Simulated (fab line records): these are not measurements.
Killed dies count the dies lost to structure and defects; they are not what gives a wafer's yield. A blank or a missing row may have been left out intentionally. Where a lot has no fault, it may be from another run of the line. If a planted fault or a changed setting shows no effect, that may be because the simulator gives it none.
Matching of chambers | flow sky130 | 4 sister chambers for SKY_FIELD_ISO_ETCH_15 on rieDiel-02
The step etches the open film in CHF3/O2, stops on Si, target depth 180 nm, time 72 s. 4 wafers are shown with their chamber, then 7 later ones without.

## WAFERS WITH THEIR CHAMBER
wafer  | chamber | drypumpMotorCurrentA (A)
L349.1 | 0       | 5.22
L349.6 | 2       | 6.00
L350.3 | 1       | 5.06
L350.4 | 3       | 5.48

## WAFERS WITH NO CHAMBER GIVEN
wafer  | drypumpMotorCurrentA (A)
L350.6 | 6.00
L352.1 | 5.22
L352.2 | 5.47
L352.6 | 5.47
L358.1 | 6.00
L358.2 | 5.23
L358.5 | 5.46

## EACH ONE'S CHAMBER
wafer  | from the rows above | in truth
L350.6 | 2                   | 2
L352.1 | 0                   | 0
L352.2 | 3                   | 3
L352.6 | 3                   | 3
L358.1 | 2                   | 2
L358.2 | 0                   | 0
L358.5 | 3                   | 3
Correctly placed: 7 of 7. Not placeable from these rows: 0. Wrongly placed: 0.
How it was worked out, from the rows above alone: a wafer's distance from a chamber is the root of the sum, over the readings, of the square of ((its reading less the chamber's mean) divided by the reading's scatter). If the next closest chamber is less than 2 further off than the closest, the wafer can't be placed; otherwise it belongs to the closest. For every chamber, the mean is computed from those of its wafers that are shown. The scatter: with one shown wafer a chamber, the root of the mean of the squares of how far each hidden wafer lies from its nearest shown one.
